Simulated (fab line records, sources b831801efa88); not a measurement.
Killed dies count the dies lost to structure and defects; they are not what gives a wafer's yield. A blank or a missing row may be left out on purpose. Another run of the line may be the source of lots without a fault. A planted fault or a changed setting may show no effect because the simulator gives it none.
Struck lot and sound lot, side by side | flow sky130 | 17 out of 708 route steps
Sound: the wafers L925.3, L925.5, L925.6. Struck: wafer L932.5. (L932.3, L932.6 of the same lot were not struck and are left out.) The cause comes at the end.
At each step with rows: each side's tool, then ch and its chambers, then its first start. Under that, the readings that differ: sound wafers | struck wafers | difference of the means | sigmas: that difference in standard deviations of wafers without a fault.
alike: readings with means less than 2 such deviations apart, plus words and numbers identical on both sides. not compared: withheld readings, readings lacking a value on some wafer, bounds such as >300 that could conceal the same value, and numbers that have no deviation in the record and whose values overlap.
The two part at a step that has a row with sigmas, a row that says differs or no value, or rows on one side only. Numbers that have no deviation but don't overlap get no sigmas and don't part them. A reading that every wafer of one side lacks parts them only if that side has two wafers or more.

SKY_VIA3_CMP_02: polishes SiO2.
  sound on cmp-01 ch 0,1,3, day 39 21:45; struck on cmp-01 ch 1, day 41 06:35
  alike: motorCurrentA
SKY_VIA3_BOW_MEAS_03:
  sound on filmMetro-03 at day 39 21:59; struck on filmMetro-03 at day 41 06:50
  alike: VIA3_BOW
then, 8 steps without rows for these wafers: SKY_VIA3_DEHYDRATE_04 (time 60 s); SKY_VIA3_HMDS_05 (prime time 60 s); SKY_VIA3_COAT_06 (resist thk 60 nm); SKY_VIA3_COAT_07 (resist thk 450 nm); SKY_VIA3_SOFTBAKE_08 (time 90 s); SKY_VIA3_EXPOSE_09 (exposes mask VIM3, target cd 200 nm); SKY_VIA3_PEB_10; SKY_VIA3_DEVELOP_11 (develop time 60 s).
SKY_VIA3_CD_MEAS_12 targets a cd of 200 nm.
  sound on cdSem-01 at day 40 22:11; struck on cdSem-01 at day 42 07:10
  alike: cdNm
SKY_VIA3_OVL_MEAS_13:
  sound on overlay-02 at day 40 22:17; struck on overlay-01 at day 42 07:16
  alike: VIA3_OVL
SKY_VIA3_ETCH_14: etches BARC in N2/H2, stops on SiO2, time 45.9 s, target depth 60 nm.
  sound on rieDiel-03 ch 0,1,3, day 40 22:19; struck on rieDiel-03 ch 3, day 42 07:17
reading                                    | sound                | struck | difference | sigmas
oesProductAu (a.u.)                        | 0.856 0.853 0.854    | 0.744  | -0.110     | -21
runLengthS (s)                             | 74.5 74.1 74.5       | 87.4   | +13.0      | +33
throttleValvePct (%)                       | 13.241 13.224 13.241 | 13.201 | -0.034     | -4
model.KrF-thick_of_VIA3_COAT_07.thkNm (nm) | 392.8 392.3 393      | 379    | -14        | 
model.VIA3.cdNm (nm)                       | 197.9 199.2 199.5    | 200.9  | +2.0       | 
  alike: drypumpMotorCurrentA
  not compared: rfHoursCounterH
SKY_VIA3_ETCH_15: etches SiO2 in C4F8/O2/Ar, stops on TiN, target depth 507 nm, time 78 s.
  sound on rieDiel-03 ch 0,1,3, day 40 22:21; struck on rieDiel-03 ch 3, day 42 07:20
reading                                    | sound             | struck | difference | sigmas
runLengthS (s)                             | 106.4 105.9 106.3 | 107.1  | +0.9       | +2
model.KrF-thick_of_VIA3_COAT_07.thkNm (nm) | 291 292.6 292.1   | 278.3  | -13.6      | 
  alike: oesProductAu
  not compared: rfHoursCounterH
SKY_VIA3_STRIP_16: strips in O2/N2.
  sound on plasmaAsher-03 ch 0,1, day 40 22:26; struck on plasmaAsher-02 ch 0, day 42 07:25
reading                  | sound             | struck | difference | sigmas
stripTimeToEndpointS (s) | 4.128 4.144 4.141 | 3.995  | -0.143     | -5
  alike: drypumpMotorCurrentA, oesProductAu
  not compared: rfHoursCounterH
then, 2 steps without rows for these wafers: SKY_VIA3_STRIP_17 (strips in post etch residue remover, time 1200 s); SKY_PAD_OPEN_PROBE_99.

WHERE THEY PART
First at SKY_VIA3_ETCH_14; last, within this record, at SKY_VIA3_STRIP_16.

WHY: what had been put in by the simulator
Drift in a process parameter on rieDiel-03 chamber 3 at SKY_VIA3_ETCH_14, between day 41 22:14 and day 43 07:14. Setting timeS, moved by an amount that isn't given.
